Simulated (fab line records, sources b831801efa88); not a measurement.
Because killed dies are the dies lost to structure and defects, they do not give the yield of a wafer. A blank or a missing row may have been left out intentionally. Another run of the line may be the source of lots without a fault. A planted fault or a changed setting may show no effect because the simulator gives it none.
Commonality check across tools ; flow gf180mcu ; Sample size 12 lots and 36 wafers

== WHAT PROMPTED THE OPENING ==
GF_HV_LDD_TW_MEAS_38, reading HV_LDD_3_TW: flagged on 2 of 12 lots. Wafers without a fault read 1438, standard deviation 7.3.
Rule: a lot is flagged when every wafer of it that has a number lies more than 4 standard deviations from that mean, or none has a number. All remaining lots are regarded as sound.

lot;measured;on;HV_LDD_3_TW, wafer by wafer;flag
L841;day 12 23:59;film_metro-03;1436 1433 1427;
L842;day 13 04:29;film_metro-03;1431 1432 1424;
L844;day 13 22:24;film_metro-01;1438 1435 1438;
L845;day 14 03:52;film_metro-01;1437 1437 1449;
L846;day 14 09:19;film_metro-01;1446 1442 1447;
L847;day 14 18:42;film_metro-03;1453 1438 1444;
L848;day 15 03:20;film_metro-01;1444 1446 1447;
L849;day 15 11:21;film_metro-02;1424 1422 1424;
L850;day 15 18:28;film_metro-03;1444 1443 1439;
L851;day 16 02:54;film_metro-03;1450 1447 1448;
L853;day 16 17:42;film_metro-03;1485 1484 1488;FLAGGED
L855;day 17 15:14;film_metro-02;1480 1479 1476;FLAGGED
Average over the flagged lots: 1482; offset from the usual +44, equal to +6 standard deviations.

== WHICH TOOL EACH LOT WENT THROUGH ==
The record holds 2 process steps before the reading, out of a route of 602 steps. Every cell lists first the tool, next ch and the chambers used by the sampled wafers, and last the start.
lot;flag;GF_POLY_GATE_ETCH_12;GF_HV_LDD_IMPLANT_36
L841;;rie_diel-01 ch 1,2,3, day 10 11:55;implanter-03 ch 0, day 12 23:45
L842;;rie_diel-03 ch 1,3, day 10 14:52;implanter-01 ch 0, day 13 04:15
L844;;rie_diel-04 ch 0,1,2, day 11 08:34;implanter-01 ch 0, day 13 22:09
L845;;rie_diel-03 ch 1,3, day 11 13:31;implanter-04 ch 0, day 14 03:37
L846;;rie_diel-01 ch 0,1,2, day 11 18:26;implanter-04 ch 0, day 14 09:04
L847;;rie_diel-03 ch 1,2,3, day 12 02:19;implanter-04 ch 0, day 14 18:27
L848;;rie_diel-03 ch 0,2, day 12 11:07;implanter-01 ch 0, day 15 03:07
L849;;rie_diel-04 ch 1,2,3, day 12 19:55;implanter-01 ch 0, day 15 11:06
L850;;rie_diel-01 ch 0,1,3, day 13 01:31;implanter-04 ch 0, day 15 18:13
L851;;rie_diel-04 ch 0,1,2, day 13 05:46;implanter-03 ch 0, day 16 02:41
L853;FLAGGED;rie_diel-04 ch 0,1, day 13 22:46;implanter-03 ch 0, day 16 17:27
L855;FLAGGED;rie_diel-03 ch 0,3, day 14 19:07;implanter-03 ch 0, day 17 15:01
What the steps here do:
- GF_POLY_GATE_ETCH_12: etches BARC in N2/H2.
- GF_HV_LDD_IMPLANT_36
- GF_HV_LDD_TW_MEAS_38

== FLAGGED AGAINST TOTAL, ONE TOOL AT A TIME (gauges that did the reading follow at the end) ==
step;tool;lots run;flagged;share of the flagged lots;sound lots run after its first flagged lot
GF_POLY_GATE_ETCH_12;rie_diel-01;3;0;none;-
GF_POLY_GATE_ETCH_12;rie_diel-03;5;1;some;0
GF_POLY_GATE_ETCH_12;rie_diel-04;4;1;some;0
GF_HV_LDD_IMPLANT_36;implanter-01;4;0;none;-
GF_HV_LDD_IMPLANT_36;implanter-03;4;2;all;0
GF_HV_LDD_IMPLANT_36;implanter-04;4;0;none;-
GF_HV_LDD_TW_MEAS_38;film_metro-01;4;0;none;-
GF_HV_LDD_TW_MEAS_38;film_metro-02;2;1;some;0
GF_HV_LDD_TW_MEAS_38;film_metro-03;6;1;some;0

== THE TABLE: WHAT IT ALLOWS ==
1 row of the table ran every flagged lot: implanter-03 at GF_HV_LDD_IMPLANT_36.
- implanter-03 at GF_HV_LDD_IMPLANT_36 ran 4 lots, 2 of them flagged. Last sound lot L851 at day 16 02:41, first flagged lot L853 at day 16 17:27; a fault beginning in between fits. Its own readings (dose_ions_cm2, faraday_current_uA) fall more than 4 standard deviations out on all wafers of the flagged lots.
implanter-03 at GF_HV_LDD_IMPLANT_36 is the single tool remaining.

== WHAT WAS PUT IN BY THE SIMULATOR ==
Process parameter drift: implanter-03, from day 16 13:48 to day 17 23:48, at GF_HV_LDD_IMPLANT_36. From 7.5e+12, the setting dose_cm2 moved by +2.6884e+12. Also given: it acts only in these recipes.
Lots struck among those shown: L853, L855. This agrees with what the rule above found.
